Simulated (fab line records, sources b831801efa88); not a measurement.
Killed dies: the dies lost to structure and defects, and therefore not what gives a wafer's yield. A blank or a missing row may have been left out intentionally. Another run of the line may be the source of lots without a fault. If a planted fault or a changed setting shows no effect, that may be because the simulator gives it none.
The tool behind it: which one? || flow sky130 || 42 wafers from 14 lots sampled at 5 of the route's 708 steps

## WHAT THE GAUGES READ, wafer by wafer
SKY_METAL2_RS_MEAS_05: the measuring method here is four-point-probe.
{"lot": "L559", "measured": "day 34 07:17", "on": "film metro-04", "METAL2_ALCU_RS (ohm/sq)": "0.1217 0.1218 0.1218"}
{"lot": "L562", "measured": "day 35 01:08", "on": "film metro-01", "METAL2_ALCU_RS (ohm/sq)": "0.1221 0.1210 0.1216"}
{"lot": "L564", "measured": "day 36 08:33", "on": "film metro-04", "METAL2_ALCU_RS (ohm/sq)": "0.1217 0.1223 0.1209"}
{"lot": "L566", "measured": "day 36 09:07", "on": "film metro-02", "METAL2_ALCU_RS (ohm/sq)": "0.1215 0.1214 0.1216"}
{"lot": "L567", "measured": "day 36 15:52", "on": "film metro-01", "METAL2_ALCU_RS (ohm/sq)": "0.1233 0.1228 0.1222"}
{"lot": "L568", "measured": "day 37 00:49", "on": "film metro-04", "METAL2_ALCU_RS (ohm/sq)": "0.1231 0.1228 0.1223"}
{"lot": "L570", "measured": "day 37 15:23", "on": "film metro-01", "METAL2_ALCU_RS (ohm/sq)": "0.1218 0.1222 0.1224"}
{"lot": "L574", "measured": "day 38 19:43", "on": "film metro-02", "METAL2_ALCU_RS (ohm/sq)": "0.1225 0.1218 0.1217"}
{"lot": "L575", "measured": "day 39 04:13", "on": "film metro-04", "METAL2_ALCU_RS (ohm/sq)": "0.1221 0.1211 0.1224"}
{"lot": "L579", "measured": "day 40 08:47", "on": "film metro-04", "METAL2_ALCU_RS (ohm/sq)": "0.1258 0.1252 0.1255"}
{"lot": "L578", "measured": "day 40 09:41", "on": "film metro-01", "METAL2_ALCU_RS (ohm/sq)": "0.1217 0.1214 0.1225"}
{"lot": "L580", "measured": "day 40 12:34", "on": "film metro-04", "METAL2_ALCU_RS (ohm/sq)": "0.1237 0.1246 0.1234"}
{"lot": "L581", "measured": "day 40 17:46", "on": "film metro-02", "METAL2_ALCU_RS (ohm/sq)": "0.1224 0.1218 0.1234"}
{"lot": "L582", "measured": "day 41 00:37", "on": "film metro-01", "METAL2_ALCU_RS (ohm/sq)": "0.1219 0.1209 0.1217"}

SKY_METAL2_CD_MEAS_15: target cd 140 nm.
{"lot": "L559", "measured": "day 35 10:09", "on": "cd sem-02", "cd nm (nm)": "137.9 138.8 138.8"}
{"lot": "L562", "measured": "day 36 03:55", "on": "cd sem-01", "cd nm (nm)": "136.9 138.9 137.2"}
{"lot": "L564", "measured": "day 37 10:29", "on": "cd sem-01", "cd nm (nm)": "141.5 141.0 140.3"}
{"lot": "L566", "measured": "day 37 10:50", "on": "cd sem-02", "cd nm (nm)": "140.8 140.0 139.9"}
{"lot": "L567", "measured": "day 37 17:26", "on": "cd sem-02", "cd nm (nm)": "140.2 140.1 141.4"}
{"lot": "L568", "measured": "day 38 02:26", "on": "cd sem-02", "cd nm (nm)": "137.5 138.0 138.3"}
{"lot": "L570", "measured": "day 38 16:49", "on": "cd sem-02", "cd nm (nm)": "140.5 140.2 141.0"}
{"lot": "L574", "measured": "day 39 20:28", "on": "cd sem-01", "cd nm (nm)": "141.0 140.7 141.5"}
{"lot": "L575", "measured": "day 40 04:54", "on": "cd sem-02", "cd nm (nm)": "140.7 139.3 140.0"}
{"lot": "L579", "measured": "day 41 08:40", "on": "cd sem-01", "cd nm (nm)": "137.6 138.4 139.4"}
{"lot": "L578", "measured": "day 41 10:13", "on": "cd sem-01", "cd nm (nm)": "139.9 139.8 139.4"}
{"lot": "L580", "measured": "day 41 12:49", "on": "cd sem-02", "cd nm (nm)": "138.1 140.8 140.2"}
{"lot": "L581", "measured": "day 41 18:10", "on": "cd sem-02", "cd nm (nm)": "141.0 140.5 140.8"}
{"lot": "L582", "measured": "day 42 01:00", "on": "cd sem-02", "cd nm (nm)": "141.1 140.3 140.4"}

SKY_VIA2_BOW_MEAS_03.
{"lot": "L559", "measured": "day 35 11:51", "on": "film metro-01", "VIA2_BOW (um)": "86 90 82"}
{"lot": "L562", "measured": "day 36 05:20", "on": "film metro-04", "VIA2_BOW (um)": "80 85 92"}
{"lot": "L564", "measured": "day 37 12:00", "on": "film metro-03", "VIA2_BOW (um)": "78 89 85"}
{"lot": "L566", "measured": "day 37 12:17", "on": "film metro-01", "VIA2_BOW (um)": "89 88 79"}
{"lot": "L567", "measured": "day 37 18:51", "on": "film metro-04", "VIA2_BOW (um)": "92 85 93"}
{"lot": "L568", "measured": "day 38 03:51", "on": "film metro-04", "VIA2_BOW (um)": "87 85 83"}
{"lot": "L570", "measured": "day 38 18:14", "on": "film metro-03", "VIA2_BOW (um)": "89 89 90"}
{"lot": "L574", "measured": "day 39 21:56", "on": "film metro-04", "VIA2_BOW (um)": "89 84 91"}
{"lot": "L575", "measured": "day 40 06:20", "on": "film metro-01", "VIA2_BOW (um)": "76 77 75"}
{"lot": "L579", "measured": "day 41 10:05", "on": "film metro-01", "VIA2_BOW (um)": "88 82 89"}
{"lot": "L578", "measured": "day 41 11:40", "on": "film metro-03", "VIA2_BOW (um)": "96 89 84"}
{"lot": "L580", "measured": "day 41 14:14", "on": "film metro-04", "VIA2_BOW (um)": "90 78 82"}
{"lot": "L581", "measured": "day 41 19:46", "on": "film metro-01", "VIA2_BOW (um)": "74 70 81"}
{"lot": "L582", "measured": "day 42 02:29", "on": "film metro-03", "VIA2_BOW (um)": "95 105 97"}

## WHAT TOOL EACH LOT RAN ON (gives the tool, then ch and the chambers of the sampled wafers, and finally the start)
{"lot": "L559", "SKY_METAL2_METAL_ETCH_19": "rie metal-02 ch 1, day 35 10:24", "SKY_METAL2_STRIP_20": "plasma asher-01 ch 0,1, day 35 10:29"}
{"lot": "L562", "SKY_METAL2_METAL_ETCH_19": "rie metal-02 ch 0,1, day 36 04:10", "SKY_METAL2_STRIP_20": "plasma asher-01 ch 0,1, day 36 04:15"}
{"lot": "L564", "SKY_METAL2_METAL_ETCH_19": "rie metal-02 ch 0,1, day 37 10:44", "SKY_METAL2_STRIP_20": "plasma asher-01 ch 0,1, day 37 10:50"}
{"lot": "L566", "SKY_METAL2_METAL_ETCH_19": "rie metal-01 ch 0,1, day 37 11:05", "SKY_METAL2_STRIP_20": "plasma asher-04 ch 0,1, day 37 11:11"}
{"lot": "L567", "SKY_METAL2_METAL_ETCH_19": "rie metal-01 ch 0,1, day 37 17:40", "SKY_METAL2_STRIP_20": "plasma asher-01 ch 0,1, day 37 17:45"}
{"lot": "L568", "SKY_METAL2_METAL_ETCH_19": "rie metal-01 ch 0,1, day 38 02:40", "SKY_METAL2_STRIP_20": "plasma asher-03 ch 0,1, day 38 02:45"}
{"lot": "L570", "SKY_METAL2_METAL_ETCH_19": "rie metal-02 ch 0,1, day 38 17:04", "SKY_METAL2_STRIP_20": "plasma asher-04 ch 0,1, day 38 17:10"}
{"lot": "L574", "SKY_METAL2_METAL_ETCH_19": "rie metal-01 ch 0,1, day 39 20:43", "SKY_METAL2_STRIP_20": "plasma asher-04 ch 0,1, day 39 20:49"}
{"lot": "L575", "SKY_METAL2_METAL_ETCH_19": "rie metal-02 ch 0,1, day 40 05:08", "SKY_METAL2_STRIP_20": "plasma asher-01 ch 0,1, day 40 05:14"}
{"lot": "L579", "SKY_METAL2_METAL_ETCH_19": "rie metal-01 ch 0,1, day 41 08:55", "SKY_METAL2_STRIP_20": "plasma asher-04 ch 0,1, day 41 09:00"}
{"lot": "L578", "SKY_METAL2_METAL_ETCH_19": "rie metal-02 ch 0,1, day 41 10:28", "SKY_METAL2_STRIP_20": "plasma asher-04 ch 0,1, day 41 10:34"}
{"lot": "L580", "SKY_METAL2_METAL_ETCH_19": "rie metal-01 ch 0,1, day 41 13:03", "SKY_METAL2_STRIP_20": "plasma asher-03 ch 0,1, day 41 13:09"}
{"lot": "L581", "SKY_METAL2_METAL_ETCH_19": "rie metal-04 ch 0,1, day 41 18:25", "SKY_METAL2_STRIP_20": "plasma asher-03 ch 0,1, day 41 18:30"}
{"lot": "L582", "SKY_METAL2_METAL_ETCH_19": "rie metal-04 ch 0,1, day 42 01:15", "SKY_METAL2_STRIP_20": "plasma asher-04 ch 0,1, day 42 01:20"}
- SKY_METAL2_METAL_ETCH_19: etches the open film in Cl2/BCl3, stops on SiO2, target depth 360 nm, time 78 s.
- SKY_METAL2_STRIP_20: strips in O2/N2.

## WHAT THE TOOLS THEMSELVES READ (means of the sampled wafers that have a number; where no wafer has one, the mark that the record gives instead)
SKY_METAL2_METAL_ETCH_19.
{"lot": "L559", "tool": "rie metal-02", "drypump motor current A (A)": 6.0, "oes product au (a.u.)": 0.852, "throttle valve pct (%)": 22.258}
{"lot": "L562", "tool": "rie metal-02", "drypump motor current A (A)": 6.0, "oes product au (a.u.)": 0.850, "throttle valve pct (%)": 22.276}
{"lot": "L564", "tool": "rie metal-02", "drypump motor current A (A)": 5.9, "oes product au (a.u.)": 0.848, "throttle valve pct (%)": 22.259}
{"lot": "L566", "tool": "rie metal-01", "drypump motor current A (A)": 5.5, "oes product au (a.u.)": 0.850, "throttle valve pct (%)": 22.265}
{"lot": "L567", "tool": "rie metal-01", "drypump motor current A (A)": 5.8, "oes product au (a.u.)": 0.852, "throttle valve pct (%)": 22.265}
{"lot": "L568", "tool": "rie metal-01", "drypump motor current A (A)": 5.8, "oes product au (a.u.)": 0.863, "throttle valve pct (%)": 22.261}
{"lot": "L570", "tool": "rie metal-02", "drypump motor current A (A)": 6.0, "oes product au (a.u.)": 0.850, "throttle valve pct (%)": 22.260}
{"lot": "L574", "tool": "rie metal-01", "drypump motor current A (A)": 5.5, "oes product au (a.u.)": 0.847, "throttle valve pct (%)": 22.263}
{"lot": "L575", "tool": "rie metal-02", "drypump motor current A (A)": 6.0, "oes product au (a.u.)": 0.852, "throttle valve pct (%)": 22.263}
{"lot": "L579", "tool": "rie metal-01", "drypump motor current A (A)": 5.5, "oes product au (a.u.)": 0.859, "throttle valve pct (%)": 22.259}
{"lot": "L578", "tool": "rie metal-02", "drypump motor current A (A)": 6.0, "oes product au (a.u.)": 0.847, "throttle valve pct (%)": 22.267}
{"lot": "L580", "tool": "rie metal-01", "drypump motor current A (A)": 5.5, "oes product au (a.u.)": 0.861, "throttle valve pct (%)": 22.260}
{"lot": "L581", "tool": "rie metal-04", "drypump motor current A (A)": 5.3, "oes product au (a.u.)": 0.855, "throttle valve pct (%)": 22.271}
{"lot": "L582", "tool": "rie metal-04", "drypump motor current A (A)": 5.3, "oes product au (a.u.)": 0.844, "throttle valve pct (%)": 22.264}

SKY_METAL2_STRIP_20.
{"lot": "L559", "tool": "plasma asher-01", "drypump motor current A (A)": 6.4, "o2 flow sccm (sccm)": 3009, "oes product au (a.u.)": 0.344, "strip time to endpoint s (s)": 2.678}
{"lot": "L562", "tool": "plasma asher-01", "drypump motor current A (A)": 6.3, "o2 flow sccm (sccm)": 2995, "oes product au (a.u.)": 0.338, "strip time to endpoint s (s)": 2.695}
{"lot": "L564", "tool": "plasma asher-01", "drypump motor current A (A)": 6.4, "o2 flow sccm (sccm)": 3008, "oes product au (a.u.)": 0.339, "strip time to endpoint s (s)": 2.711}
{"lot": "L566", "tool": "plasma asher-04", "drypump motor current A (A)": 5.3, "o2 flow sccm (sccm)": 3006, "oes product au (a.u.)": 0.338, "strip time to endpoint s (s)": 2.677}
{"lot": "L567", "tool": "plasma asher-01", "drypump motor current A (A)": 6.4, "o2 flow sccm (sccm)": 2990, "oes product au (a.u.)": 0.344, "strip time to endpoint s (s)": 2.642}
{"lot": "L568", "tool": "plasma asher-03", "drypump motor current A (A)": 5.2, "o2 flow sccm (sccm)": 2999, "oes product au (a.u.)": 0.348, "strip time to endpoint s (s)": 2.699}
{"lot": "L570", "tool": "plasma asher-04", "drypump motor current A (A)": 5.3, "o2 flow sccm (sccm)": 3002, "oes product au (a.u.)": 0.341, "strip time to endpoint s (s)": 2.676}
{"lot": "L574", "tool": "plasma asher-04", "drypump motor current A (A)": 5.6, "o2 flow sccm (sccm)": 3002, "oes product au (a.u.)": 0.345, "strip time to endpoint s (s)": 2.689}
{"lot": "L575", "tool": "plasma asher-01", "drypump motor current A (A)": 6.2, "o2 flow sccm (sccm)": 2994, "oes product au (a.u.)": 0.357, "strip time to endpoint s (s)": 3.049}
{"lot": "L579", "tool": "plasma asher-04", "drypump motor current A (A)": 5.3, "o2 flow sccm (sccm)": 3002, "oes product au (a.u.)": 0.343, "strip time to endpoint s (s)": 2.693}
{"lot": "L578", "tool": "plasma asher-04", "drypump motor current A (A)": 5.6, "o2 flow sccm (sccm)": 2993, "oes product au (a.u.)": 0.355, "strip time to endpoint s (s)": 3.054}
{"lot": "L580", "tool": "plasma asher-03", "drypump motor current A (A)": 5.2, "o2 flow sccm (sccm)": 3006, "oes product au (a.u.)": 0.343, "strip time to endpoint s (s)": 2.678}
{"lot": "L581", "tool": "plasma asher-03", "drypump motor current A (A)": 5.6, "o2 flow sccm (sccm)": 2999, "oes product au (a.u.)": 0.342, "strip time to endpoint s (s)": 2.687}
{"lot": "L582", "tool": "plasma asher-04", "drypump motor current A (A)": 5.3, "o2 flow sccm (sccm)": 3009, "oes product au (a.u.)": 0.344, "strip time to endpoint s (s)": 2.699}

## THE ANSWER, worked out from the rows above alone
Rule: what is usual is taken from the lots themselves. Put in order of their means at a reading, lots are off if they are a third of the lots or fewer, leave a main group of 4 or more, and stand apart from it by a gap of 3 or more times the standard deviation of the main group's means; of several such gaps the widest counts. A main group whose means are all the same, to the digits that the tables above print for the reading, isn't used. Also off: a lot with no number at a reading for which 4 or more lots have one. The other lots that the step has rows for count as sound. Order of review: gauges by route order, followed by the tools' own readings, for which a lot's mean as printed above is used. At the first step where some lot is off, the reading lying furthest off is the one used; lots without a number count as furthest.
Off at SKY_METAL2_STRIP_20 (strip time to endpoint s): L575, L578. For the main group the mean is 2.685 s and the standard deviation 0.017.
If a tool, at that step or one of the process steps before it, ran each lot that is off and ran no sound lot following the first of them, it fits. One fits: rie metal-02 at SKY_METAL2_METAL_ETCH_19. A fault onset in the window from L570 (day 38 17:04, its last sound lot) to L575 (day 40 05:08, its first lot off) fits.

## WHAT THE SIMULATOR HAD PUT IN
rie metal-02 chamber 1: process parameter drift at SKY_METAL2_METAL_ETCH_19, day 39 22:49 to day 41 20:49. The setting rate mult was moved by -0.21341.
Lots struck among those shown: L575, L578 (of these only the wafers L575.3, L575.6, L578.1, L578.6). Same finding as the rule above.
